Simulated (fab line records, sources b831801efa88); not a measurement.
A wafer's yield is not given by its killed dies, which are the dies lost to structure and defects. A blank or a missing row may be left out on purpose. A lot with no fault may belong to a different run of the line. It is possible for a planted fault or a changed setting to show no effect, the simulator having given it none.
A lot that was struck, set against a sound lot -- flow sky130 -- 24 out of 708 route steps
Sound: these wafers, L106.3, L106.5, L106.6. Wafers L114.1, L114.4, L114.5 were the ones struck. The cause comes at the end.
Each step with rows lists, per side, the tool, then ch with its chambers, then its first start. Under that, the readings that differ: sound wafers -- struck wafers -- difference of the means -- sigmas: that difference in standard deviations of wafers without a fault.
alike: a reading whose means differ by less than 2 such deviations, as well as words and numbers matching on both sides. not compared: withheld readings; readings where some wafer has no value; bounds like >300 that might hide an equal value; numbers whose values overlap and for which the record gives no deviation.
The two part at a step that has a row with sigmas, a row that says differs or no value, or rows on one side only. Non-overlapping numbers with no deviation appear without sigmas and do not part them. Lack of a reading on every wafer of one side parts them only where that side has two or more wafers.

SKY_METAL3_METAL_ETCH_18: etches the open film in Cl2/BCl3, stops on SiO2, target depth 845 nm, time 183.1 s.
  sound on rie_metal-04 ch 0,1, day 41 08:37; struck on rie_metal-01 ch 0,1, day 42 06:26
reading,sound,struck,difference,sigmas
drypump_motor_current_A (A),6.3 5.3 6.3,5.3 5.3 4.7,-0.9,-2
  alike: oes_product_au, throttle_valve_pct
  not compared: rf_hours_counter_h
SKY_METAL3_STRIP_19: strips in O2/N2.
  sound on plasma_asher-01 ch 0,1, day 41 08:46; struck on plasma_asher-03 ch 0,1, day 42 06:36
reading,sound,struck,difference,sigmas
strip_time_to_endpoint_s (s),6.28 6.48 6.31,6.58 6.58 6.51,+0.20,+2
  alike: drypump_motor_current_A, oes_product_au
  not compared: rf_hours_counter_h
then, 4 steps without rows for these wafers: SKY_METAL3_STRIP_20 (strips in post etch residue remover, time 1200 s); SKY_METAL3_CLEAN_21 (cleans in IPA, time 180 s); SKY_METAL3_CLEAN_22 (cleans in O3/DIW); SKY_VIA3_HDPCVD_00 (deposits SiO2, target thk 1635 nm, time 272.5 s).
SKY_VIA3_THK_MEAS_01:
  sound on film_metro-01, day 41 09:33; struck on film_metro-01, day 42 07:22
  alike: VIA3_HDPCVD_THK
SKY_VIA3_CMP_02: polishes SiO2.
  sound on cmp-02 ch 0,3, day 41 09:35; struck on cmp-02 ch 0,2, day 42 07:29
  alike: motor_current_A
SKY_VIA3_BOW_MEAS_03:
  sound on film_metro-03, day 41 09:56; struck on film_metro-02, day 42 07:44
  alike: VIA3_BOW
then, 3 steps without rows for these wafers: SKY_VIA3_DEHYDRATE_04 (time 60 s); SKY_VIA3_HMDS_05 (prime time 60 s); SKY_VIA3_COAT_06 (resist thk 60 nm).
SKY_VIA3_COAT_07: resist thk 450 nm.
  sound on litho_track-03 ch 0, day 41 22:00; struck on litho_track-01 ch 0, day 42 19:00
reading,sound,struck,difference,sigmas
spin_speed_rpm (rpm),2998.9 2996.3 3001.5,3554.4 3550.0 3548.4,+552.0,+99 or more
model.KrF-thick_of_VIA3_COAT_07.thk_nm (nm),450.5 450.4 450.4,413.6 413.4 414.8,-36.5,
  alike: chill_plate_temp_C
SKY_VIA3_SOFTBAKE_08: time 93.82 s.
  sound on litho_track-03 ch 0; struck on litho_track-01 ch 0
  alike: chill_plate_temp_C, heater_power_total_W, plate_sensor_t_centre_C, plate_sensor_t_edge_C
then, 3 steps without rows for these wafers: SKY_VIA3_EXPOSE_09 (exposes mask VIM3, target cd 200 nm); SKY_VIA3_PEB_10; SKY_VIA3_DEVELOP_11 (develop time 60 s).
SKY_VIA3_CD_MEAS_12 targets a cd of 200 nm.
  sound on cd_sem-01, day 42 10:32; struck on cd_sem-02, day 43 06:47
  alike: cd_nm
SKY_VIA3_OVL_MEAS_13:
  sound on overlay-02, day 42 10:38; struck on overlay-01, day 43 06:54
  alike: VIA3_OVL
SKY_VIA3_ETCH_14: etches BARC in N2/H2, stops on SiO2, time 45.9 s, target depth 60 nm.
  sound on rie_diel-03 ch 2,3, day 42 10:40; struck on rie_diel-01 ch 0,1,2, day 43 06:56
  alike: drypump_motor_current_A, oes_product_au, throttle_valve_pct
  not compared: rf_hours_counter_h
SKY_VIA3_ETCH_15: etches SiO2 in C4F8/O2/Ar, stops on TiN, target depth 507 nm, time 78 s.
  sound on rie_diel-03 ch 2,3, day 42 10:42; struck on rie_diel-01 ch 0,1,2, day 43 06:59
reading,sound,struck,difference,sigmas
model.KrF-thick_of_VIA3_COAT_07.thk_nm (nm),287.9 288.6 288.2,252.8 250.3 254.6,-35.7,
  alike: oes_product_au
SKY_VIA3_STRIP_16: strips in O2/N2.
  sound on plasma_asher-03 ch 0,1, day 42 10:48; struck on plasma_asher-02 ch 0,1, day 43 07:02
reading,sound,struck,difference,sigmas
oes_product_au (a.u.),0.398 0.407 0.398,0.387 0.391 0.387,-0.013,-3
strip_time_to_endpoint_s (s),4.095 4.098 4.102,3.714 3.681 3.748,-0.384,-14
  alike: drypump_motor_current_A
  not compared: rf_hours_counter_h
then, 1 step without rows for these wafers: SKY_VIA3_STRIP_17 (strips in post etch residue remover, time 1200 s).
SKY_PAD_OPEN_PROBE_99:
  rows exist in the record for the sound wafers here (prober-01, day 48 02:37), none for the struck ones

WHERE THEY PART
At SKY_METAL3_METAL_ETCH_18 first; at SKY_PAD_OPEN_PROBE_99 last (within this record only).

WHY: whatever the simulator had introduced
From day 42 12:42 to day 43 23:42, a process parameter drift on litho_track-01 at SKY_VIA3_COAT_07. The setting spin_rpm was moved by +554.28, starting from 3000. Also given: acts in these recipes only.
